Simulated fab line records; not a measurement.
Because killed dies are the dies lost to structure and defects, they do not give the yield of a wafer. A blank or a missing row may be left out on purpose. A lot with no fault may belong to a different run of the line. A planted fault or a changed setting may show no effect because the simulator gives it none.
Chamber matching ; flow gf180mcu ; GF_V5_CMP_26 on cmp-01 has 4 sister chambers
The step polishes, stops on SiO2, t overpolish 15 s, target thk 0 nm. 18 wafers are shown with their chamber, then 9 later ones without.

== WAFERS WITH THEIR CHAMBER ==
wafer;chamber;motorCurrentA (A);overpolishRunS (s);timeToEndpointS (s)
L376.2;1;10.8;15.014;83.1
L376.3;3;12.6;15.012;84.0
L376.5;0;11.2;15.001;85.7
L377.3;0;10.9;15.003;87.1
L377.4;2;10.2;15.002;88.4
L377.5;3;12.6;15.003;86.3
L378.3;1;10.4;15.011;81.4
L378.4;3;12.9;15.004;87.6
L378.6;0;11.4;15.000;82.6
L383.1;3;12.7;15.007;82.5
L383.2;0;10.8;15.003;86.3
L383.4;2;10.0;14.997;86.5
L388.1;2;10.7;14.994;83.5
L388.3;0;11.2;15.016;84.0
L388.4;3;13.2;15.010;82.8
L390.1;0;10.0;15.001;87.6
L390.3;3;13.5;14.997;80.4
L390.4;1;9.8;15.017;79.6

SIGNATURES (means of the wafers above)
reading;chamber 0;chamber 1;chamber 2;chamber 3;scatter within a chamber
motorCurrentA;10.917;10.333;10.300;12.917;0.438
overpolishRunS;15.00400;15.01400;14.99767;15.00550;0.00518
timeToEndpointS;85.550;81.367;86.133;83.933;2.26
Rule: a wafer's distance from a chamber is the root of the sum, over the readings, of the square of ((its reading less the chamber's mean) divided by the reading's scatter). If the next closest chamber is less than 2 further off than the closest, the wafer can't be placed; otherwise it belongs to the closest. The scatter: take each reading less its chamber's mean, square it, sum over the shown wafers, divide by the number of wafers less the number of chambers, and take the root.

== WAFERS WITH NO CHAMBER GIVEN ==
wafer;motorCurrentA (A);overpolishRunS (s);timeToEndpointS (s)
L396.1;11.1;15.011;83.6
L396.4;10.4;15.001;79.5
L396.6;10.1;15.018;80.5
L397.1;11.0;15.007;84.9
L397.3;12.6;15.000;86.6
L397.6;10.7;15.003;83.4
L398.2;13.4;15.013;85.7
L398.3;10.6;14.999;90.3
L398.4;10.9;14.993;82.4

== WHICH CHAMBER EACH WENT THROUGH ==
wafer;from the rows above;in truth
L396.1;can't be placed: 0 or 1 or 2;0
L396.4;can't be placed: 1 or 0 or 2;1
L396.6;1;1
L397.1;can't be placed: 0 or 2 or 1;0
L397.3;3;3
L397.6;can't be placed: 0 or 2 or 1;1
L398.2;3;3
L398.3;can't be placed: 2 or 0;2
L398.4;can't be placed: 2 or 0 or 1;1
Correctly placed: 3 of 9. Not placeable from these rows: 6 (in 6, the candidates include the true chamber). Wrongly placed: 0.
